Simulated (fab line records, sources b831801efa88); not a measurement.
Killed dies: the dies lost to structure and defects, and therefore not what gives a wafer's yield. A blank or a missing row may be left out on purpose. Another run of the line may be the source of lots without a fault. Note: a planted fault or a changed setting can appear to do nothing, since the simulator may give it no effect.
Chamber matching + flow sky130 + rie diel-03 running SKY_POLY_CUT_ETCH_10: 4 sister chambers
The step etches BARC in N2/H2, stops on SiO2, time 45.9 s, target depth 60 nm. 4 wafers are shown with their chamber, then 11 later ones without.

## WAFERS WITH THEIR CHAMBER
| wafer  | chamber | drypump motor current A (A) |
|--------|---------|-----------------------------|
| L084.4 | 0       | 5.6                         |
| L089.1 | 2       | 6.3                         |
| L089.3 | 1       | 5.5                         |
| L090.2 | 3       | 5.9                         |

## WAFERS MISSING THEIR CHAMBER
| wafer  | drypump motor current A (A) |
|--------|-----------------------------|
| L090.4 | 5.6                         |
| L090.6 | 5.6                         |
| L091.1 | 6.4                         |
| L091.3 | 5.6                         |
| L091.6 | 5.6                         |
| L092.4 | 5.5                         |
| L092.5 | 5.6                         |
| L092.6 | 6.3                         |
| L095.1 | 5.9                         |
| L095.4 | 6.3                         |
| L095.6 | 5.5                         |

## WHICH CHAMBER EACH WENT THROUGH
| wafer  | from the rows above | in truth                   |
|--------|---------------------|----------------------------|
| L090.4 | 0                   | 0                          |
| L090.6 | 0                   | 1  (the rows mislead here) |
| L091.1 | 2                   | 2                          |
| L091.3 | 0                   | 0                          |
| L091.6 | 0                   | 0                          |
| L092.4 | 1                   | 1                          |
| L092.5 | 0                   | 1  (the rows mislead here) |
| L092.6 | 2                   | 2                          |
| L095.1 | 3                   | 3                          |
| L095.4 | 2                   | 2                          |
| L095.6 | 1                   | 1                          |
9 of 11 placed correctly. Number that these rows cannot place: 0. Number placed wrongly: 2.
How it was worked out, from the rows above alone: a wafer's distance from a chamber is the root of the sum, over the readings, of the square of ((its reading less the chamber's mean) divided by the reading's scatter). The wafer belongs to the nearest chamber; if the next one is less than 2 further off, it can't be placed. A chamber's mean is the mean of its shown wafers. The scatter: with one shown wafer a chamber, the root of the mean of the squares of how far each hidden wafer lies from its nearest shown one.
